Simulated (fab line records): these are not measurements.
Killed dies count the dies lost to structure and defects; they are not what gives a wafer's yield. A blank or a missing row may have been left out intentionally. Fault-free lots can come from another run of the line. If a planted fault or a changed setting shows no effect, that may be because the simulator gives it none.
8D (eight disciplines) problem report, filled in by code -- flow gf180mcu -- the parts of the form that need people (team, actions taken, sign-off) are left out

1. THE ISSUE
Mean STI_CVD_03_THK at GF_STI_THK_MEAS_04: 110.2 nm over 9 wafers in 3 lots; fault-free wafers: 207.3 nm, standard deviation 2. Measured from the usual mean, that is -49 standard deviations.
First observed at day 3 22:00: wafer L502.1, on filmMetro-03. The record has a number at this step for 33 wafers belonging to 11 lots. The rule behind "out" and "out of limits": a value lying over 4 standard deviations away from the usual mean. The other wafers with a number count as sound.

2. WHAT IT IS, WHAT IT ISN'T
question,is,is not
which readings at this step,STI_CVD_03_THK,-
which lots,"L502, L503, L505","L492, L493, L494, L495, L497, L507, L510, L515"
which wafers of those lots,all that have a number,-
read on which gauges,"filmMetro-02, filmMetro-03, filmMetro-04",-
when,from day 3 22:00,"up to then (15 sound wafers); but 9 sound wafers of L507, L510, L515 came after"

3. THE SUSPECTS, EACH WITH WHAT RULES IT OUT
Counting: a tool at a process step up to the reading stays a suspect if it ran every lot that is out and no sound lot after the first of them.
- the gauge at GF_STI_THK_MEAS_04: ruled out. 3 gauges (filmMetro-02, filmMetro-03, filmMetro-04) read the wafers that are out.
- lpcvd-02 at GF_STI_CVD_03 (deposits Si3N4 from DCS/NH3, target thk 207.16 nm, time 3551 s): kept. Every lot that is out went through it, starting with L502 (day 3 20:01), and after that it ran no sound lot; the last sound lot it ran before then is L495 (day 2 02:34).
The count leaves lpcvd-02 at GF_STI_CVD_03.

4. THE CAUSE (what the simulator had put in)
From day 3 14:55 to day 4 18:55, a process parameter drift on lpcvd-02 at GF_STI_CVD_03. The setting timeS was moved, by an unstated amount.
This tool alone remained once counting was done.

5. SEQUENCE OF EFFECTS, ordered by route
One row per reading whose mean, taken over the struck wafers that have a number, lies over 3 standard deviations from the usual. Scope: only readings with a usual standard deviation given in the record; hours: median across lots of the time from each lot's start at the first step in this table that gives one to its start at this step; sigmas: change in usual standard deviations.
hours,step,reading,usual,on struck wafers,change,sigmas
0,GF_STI_THK_MEAS_04,STI_CVD_03_THK,207.3 nm,110.2,-97.1,-49
13,GF_STI_ETCH_13,oesProductAu,0.832 a.u.,0.617,-0.215,-32
13,GF_STI_ETCH_13,throttleValvePct,8.811 %,8.748,-0.063,-6.6
It contains these process steps:
- GF_STI_ETCH_13: etches the open film in CHF3/O2, stops on Si, target depth 282.31 nm, time 112.9 s.
Later measuring or inspecting steps at which every struck wafer that the step has a row for has a number for every such reading, and none has moved that far: GF_STI_THK_MEAS_24, GF_VT_IMPLANT_OVL_MEAS_07.

6. WHAT WOULD HAVE CAUGHT IT SOONER
Counted from the fault's start at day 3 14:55, it took 7 hours until the first out-of-limits reading at a measuring or inspecting step in this record, taken at day 3 22:00.
Tool readings at GF_STI_CVD_03 with a usual standard deviation given in the record: none out on any struck wafer, hence no alarm at a limit of 4 standard deviations on them.
Lots out: 3; of these, L505 started GF_STI_CVD_03 on lpcvd-02 after day 3 22:00. A tool hold placed at that time would have kept it from harm.
